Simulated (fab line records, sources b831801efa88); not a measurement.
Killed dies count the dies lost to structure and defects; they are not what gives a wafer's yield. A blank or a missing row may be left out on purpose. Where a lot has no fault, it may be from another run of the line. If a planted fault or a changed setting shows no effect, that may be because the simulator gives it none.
Which tool was responsible? -- flow sky130 -- 39 wafers from 13 lots sampled at 6 of the route's 708 steps

== WHAT EACH GAUGE READ, for each wafer ==
SKY_FIELD_ISO_THK_MEAS_04.
lot,measured,on,FIELD_ISO_CVD_03_THK (nm)
L531,day 1 14:53,filmMetro-03,163.6 163.6 163.5
L532,day 1 18:29,filmMetro-04,166.0 165.9 166.7
L533,day 2 01:22,filmMetro-04,165.4 166.8 165.6
L534,day 2 04:43,filmMetro-02,165.4 165.3 165.1
L535,day 2 10:08,filmMetro-04,168.1 168.4 167.3
L536,day 2 14:29,filmMetro-02,164.3 163.0 162.6
L538,day 3 03:29,filmMetro-04,164.6 164.5 164.7
L539,day 3 06:28,filmMetro-02,165.3 164.1 165.8
L544,day 4 07:51,filmMetro-02,165.2 166.3 166.1
L549,day 5 07:53,filmMetro-04,165.4 165.1 164.4
L551,day 5 18:43,filmMetro-03,163.7 163.3 163.4
L552,day 5 22:29,filmMetro-02,164.3 165.7 163.9
L554,day 6 16:56,filmMetro-04,163.7 165.6 163.0

SKY_NWELL_TW_MEAS_26.
lot,measured,on,NWELL_2_TW
L531,day 5 05:59,filmMetro-01,502 498 500
L532,day 5 11:01,filmMetro-01,495 496 498
L533,day 5 22:07,filmMetro-01,498 498 497
L534,day 6 01:31,filmMetro-04,500 501 500
L535,day 6 08:25,filmMetro-03,495 495 495
L536,day 6 13:01,filmMetro-04,500 501 496
L538,day 7 01:13,filmMetro-01,499 503 500
L539,day 7 05:49,filmMetro-03,496 494 496
L544,day 8 12:56,filmMetro-04,30 30 30
L549,day 10 09:44,filmMetro-04,502 502 502
L551,day 10 15:46,filmMetro-01,501 499 498
L552,day 10 15:22,filmMetro-01,498 497 499
L554,day 11 08:49,filmMetro-03,490 491 488

SKY_NWELL_RS_MEAS_31: measures by four-point-probe.
lot,measured,on,PWDE_RS (ohm/sq)
L531,day 5 06:26,filmMetro-03,5228 5254 5257
L532,day 5 11:28,filmMetro-01,5256 5262 5244
L533,day 5 22:35,filmMetro-04,5267 5259 5275
L534,day 6 01:59,filmMetro-01,5278 5281 5267
L535,day 6 08:53,filmMetro-01,5257 5275 5260
L536,day 6 13:29,filmMetro-03,5302 5300 5304
L538,day 7 01:40,filmMetro-03,5255 5250 5263
L539,day 7 06:16,filmMetro-03,5280 5285 5279
L544,day 8 13:27,filmMetro-01,5286 5285 5281
L549,day 10 10:11,filmMetro-01,5288 5268 5248
L551,day 10 16:13,filmMetro-01,5253 5268 5269
L552,day 10 15:49,filmMetro-04,5272 5269 5267
L554,day 11 09:16,filmMetro-01,5273 5264 5255

== EACH LOT AND THE TOOL THAT RAN IT (in order: tool; ch and the chambers of the sampled wafers; start) ==
lot,SKY_PWDE_STRIP_09,SKY_NWELL_STRIP_14,SKY_NWELL_STRIP_25
L531,"plasmaAsher-03 ch 0,1, day 3 19:32","plasmaAsher-01 ch 0,1, day 4 12:49","plasmaAsher-02 ch 0,1, day 5 05:53"
L532,"plasmaAsher-04 ch 0,1, day 4 00:26","plasmaAsher-04 ch 0,1, day 4 17:40","plasmaAsher-01 ch 0,1, day 5 10:55"
L533,"plasmaAsher-03 ch 0,1, day 4 09:58","plasmaAsher-02 ch 0,1, day 5 03:31","plasmaAsher-02 ch 0,1, day 5 22:01"
L534,"plasmaAsher-02 ch 0,1, day 4 13:29","plasmaAsher-02 ch 0,1, day 5 07:46","plasmaAsher-02 ch 0,1, day 6 01:25"
L535,"plasmaAsher-03 ch 0,1, day 4 19:16","plasmaAsher-01 ch 0,1, day 5 13:28","plasmaAsher-04 ch 1, day 6 08:19"
L536,"plasmaAsher-03 ch 0,1, day 4 23:59","plasmaAsher-04 ch 0,1, day 5 18:40","plasmaAsher-04 ch 0,1, day 6 12:55"
L538,"plasmaAsher-04 ch 0,1, day 5 12:17","plasmaAsher-01 ch 0,1, day 6 07:11","plasmaAsher-01 ch 0,1, day 7 01:07"
L539,"plasmaAsher-03 ch 0,1, day 5 16:43","plasmaAsher-04 ch 0,1, day 6 11:22","plasmaAsher-01 ch 0,1, day 7 05:43"
L544,"plasmaAsher-03 ch 0,1, day 6 21:17","plasmaAsher-01 ch 0,1, day 7 16:55","plasmaAsher-02 ch 0,1, day 8 12:50"
L549,"plasmaAsher-03 ch 0,1, day 8 13:34","plasmaAsher-02 ch 0,1, day 9 11:11","plasmaAsher-04 ch 0,1, day 10 09:37"
L551,"plasmaAsher-03 ch 0,1, day 8 19:55","plasmaAsher-01 ch 0,1, day 9 17:25","plasmaAsher-02 ch 0,1, day 10 15:38"
L552,"plasmaAsher-02 ch 0,1, day 8 19:34","plasmaAsher-02 ch 0,1, day 9 16:52","plasmaAsher-01 ch 0,1, day 10 15:16"
L554,"plasmaAsher-03 ch 0,1, day 9 11:04","plasmaAsher-01 ch 0,1, day 10 09:34","plasmaAsher-04 ch 0,1, day 11 08:43"
- SKY_PWDE_STRIP_09: strips in O2/N2.
- SKY_NWELL_STRIP_14: strips in O2/N2.
- SKY_NWELL_STRIP_25: strips in O2/N2.

== AS READ BY THE TOOLS THEMSELVES (means over the sampled wafers that have a number; for cases with no such wafer, the mark the record gives instead) ==
SKY_PWDE_STRIP_09.
lot,tool,drypumpMotorCurrentA (A),o2FlowSccm (sccm),oesProductAu (a.u.),stripTimeToEndpointS (s)
L531,plasmaAsher-03,6.0,2994,0.722,36.84
L532,plasmaAsher-04,5.7,3004,0.723,36.76
L533,plasmaAsher-03,6.0,2993,0.720,36.93
L534,plasmaAsher-02,5.1,2995,0.724,36.65
L535,plasmaAsher-03,6.0,3004,0.720,36.75
L536,plasmaAsher-03,6.0,2996,0.724,36.82
L538,plasmaAsher-04,5.7,2997,0.723,36.71
L539,plasmaAsher-03,6.1,3003,0.724,36.80
L544,plasmaAsher-03,6.0,2997,0.724,36.79
L549,plasmaAsher-03,6.1,3001,0.723,36.78
L551,plasmaAsher-03,6.1,2996,0.726,36.83
L552,plasmaAsher-02,5.1,2987,0.725,36.80
L554,plasmaAsher-03,6.0,2997,0.723,36.94

SKY_NWELL_STRIP_14.
lot,tool,drypumpMotorCurrentA (A),o2FlowSccm (sccm),oesProductAu (a.u.),stripTimeToEndpointS (s)
L531,plasmaAsher-01,6.4,2999,0.718,36.88
L532,plasmaAsher-04,5.8,3006,0.722,36.83
L533,plasmaAsher-02,5.1,3001,0.725,36.99
L534,plasmaAsher-02,5.3,2999,0.721,36.81
L535,plasmaAsher-01,6.3,3006,0.723,36.90
L536,plasmaAsher-04,5.7,3005,0.721,36.82
L538,plasmaAsher-01,6.3,2997,0.723,36.97
L539,plasmaAsher-04,5.8,2993,0.719,36.96
L544,plasmaAsher-01,6.3,2997,0.943,-
L549,plasmaAsher-02,5.1,3005,0.722,36.71
L551,plasmaAsher-01,6.3,2998,0.726,36.92
L552,plasmaAsher-02,5.1,3007,0.720,36.84
L554,plasmaAsher-01,6.4,2996,0.723,36.93

SKY_NWELL_STRIP_25.
lot,tool,drypumpMotorCurrentA (A),o2FlowSccm (sccm),oesProductAu (a.u.),stripTimeToEndpointS (s)
L531,plasmaAsher-02,5.1,2991,0.720,37.01
L532,plasmaAsher-01,6.3,3002,0.719,36.91
L533,plasmaAsher-02,5.3,3003,0.723,37.06
L534,plasmaAsher-02,5.1,2997,0.720,36.93
L535,plasmaAsher-04,5.5,3005,0.726,37.01
L536,plasmaAsher-04,5.8,3001,0.727,36.96
L538,plasmaAsher-01,6.4,3001,0.727,36.97
L539,plasmaAsher-01,6.3,2996,0.724,36.97
L544,plasmaAsher-02,5.3,3012,0.728,55.43
L549,plasmaAsher-04,5.7,2990,0.725,36.93
L551,plasmaAsher-02,5.1,3007,0.723,36.90
L552,plasmaAsher-01,6.3,3001,0.725,36.91
L554,plasmaAsher-04,5.7,3005,0.722,37.18

== THE ANSWER, worked out from the rows above alone ==
Rule: the lots themselves supply what counts as usual. Put in order of their means at a reading, lots are off if they are a third of the lots or fewer, leave a main group of 4 or more, and stand apart from it by a gap of 3 or more times the standard deviation of the main group's means; of several such gaps the widest counts. A main group is skipped when, at the precision printed for the reading in the tables above, its means are all equal. A lot without any number at a reading at which 4 lots or more have one is off too. All remaining lots with rows at the step are treated as sound. First the gauges in route order, then the tools' own readings, where a lot's mean is used as printed above. At the first step where some lot is off, the reading lying furthest off is the one used; lots without a number count as furthest.
Off: L544, at SKY_NWELL_TW_MEAS_26 (NWELL_2_TW). Main group: mean 498, sd 3.2.
A tool fits if, at a process step before that reading, it ran every lot that is off, and no sound lot after the first of them. The gauges at SKY_NWELL_TW_MEAS_26 aren't tried: what is off there is off at SKY_NWELL_STRIP_14 too, on other tools, and a gauge's error can't cause that. Not one of the candidates tried fits.

== WHAT THE SIMULATOR HAD INSERTED ==
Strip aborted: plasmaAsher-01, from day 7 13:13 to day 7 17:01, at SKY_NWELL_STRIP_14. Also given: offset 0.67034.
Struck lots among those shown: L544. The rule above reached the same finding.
